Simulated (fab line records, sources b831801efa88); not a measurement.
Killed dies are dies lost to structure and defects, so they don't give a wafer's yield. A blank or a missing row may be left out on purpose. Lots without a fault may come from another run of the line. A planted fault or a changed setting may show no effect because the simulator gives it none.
Which tool did it? | flow gf180mcu | 7 lots, 21 wafers sampled, at 3 steps of a route of 602

WHAT THE GAUGES READ, wafer by wafer
GF_PSD_TW_MEAS_11.
lot  | measured     | on            | PSD_TW
L667 | day 14 14:59 | film_metro-03 | 3206 3204 3198
L671 | day 15 17:42 | film_metro-01 | 30 30 30
L678 | day 18 14:37 | film_metro-01 | 3188 3158 3180
L680 | day 19 08:59 | film_metro-01 | 3172 3196 3186
L684 | day 20 12:43 | film_metro-02 | 3148 3176 3158
L687 | day 21 16:56 | film_metro-02 | 3171 3171 3168
L689 | day 22 11:07 | film_metro-01 | 3174 3194 3188

WHICH TOOL RAN EACH LOT (tool, then ch and the chambers of the sampled wafers, then the start)
lot  | GF_NSD_STRIP_11                      | GF_PSD_STRIP_10
L667 | plasma_asher-01 ch 0,1, day 13 18:10 | plasma_asher-03 ch 0,1, day 14 14:53
L671 | plasma_asher-01 ch 0,1, day 14 20:49 | plasma_asher-03 ch 0,1, day 15 17:37
L678 | plasma_asher-01 ch 0,1, day 17 14:05 | plasma_asher-04 ch 0,1, day 18 14:30
L680 | plasma_asher-01 ch 0, day 18 08:17   | plasma_asher-04 ch 0,1, day 19 08:53
L684 | plasma_asher-03 ch 0,1, day 19 11:58 | plasma_asher-04 ch 0,1, day 20 12:37
L687 | plasma_asher-01 ch 0,1, day 20 16:38 | plasma_asher-03 ch 0,1, day 21 16:50
L689 | plasma_asher-01 ch 0,1, day 21 11:53 | plasma_asher-03 ch 0,1, day 22 11:00
- GF_NSD_STRIP_11: strips in O2/N2.
- GF_PSD_STRIP_10: strips in O2/N2.

THE ANSWER, worked out from the rows above alone
Rule: what is usual is taken from the lots themselves. Put in order of their means at a reading, lots are off if they are a third of the lots or fewer, leave a main group of 4 or more, and stand apart from it by a gap of 3 or more times the standard deviation of the main group's means; of several such gaps the widest counts. A main group whose means are all the same, to the digits that the tables above print for the reading, isn't used. A lot without any number at a reading at which 4 lots or more have one is off too. The other lots that the step has rows for count as sound.
Off: L671, at GF_PSD_TW_MEAS_11 (PSD_TW). The main group: mean 3180, standard deviation 13.
A tool fits if, at a process step before that reading, it ran every lot that is off, and no sound lot after the first of them. The gauges at GF_PSD_TW_MEAS_11 are tried like those tools. None of those tried fits.

WHAT THE SIMULATOR HAD PUT IN
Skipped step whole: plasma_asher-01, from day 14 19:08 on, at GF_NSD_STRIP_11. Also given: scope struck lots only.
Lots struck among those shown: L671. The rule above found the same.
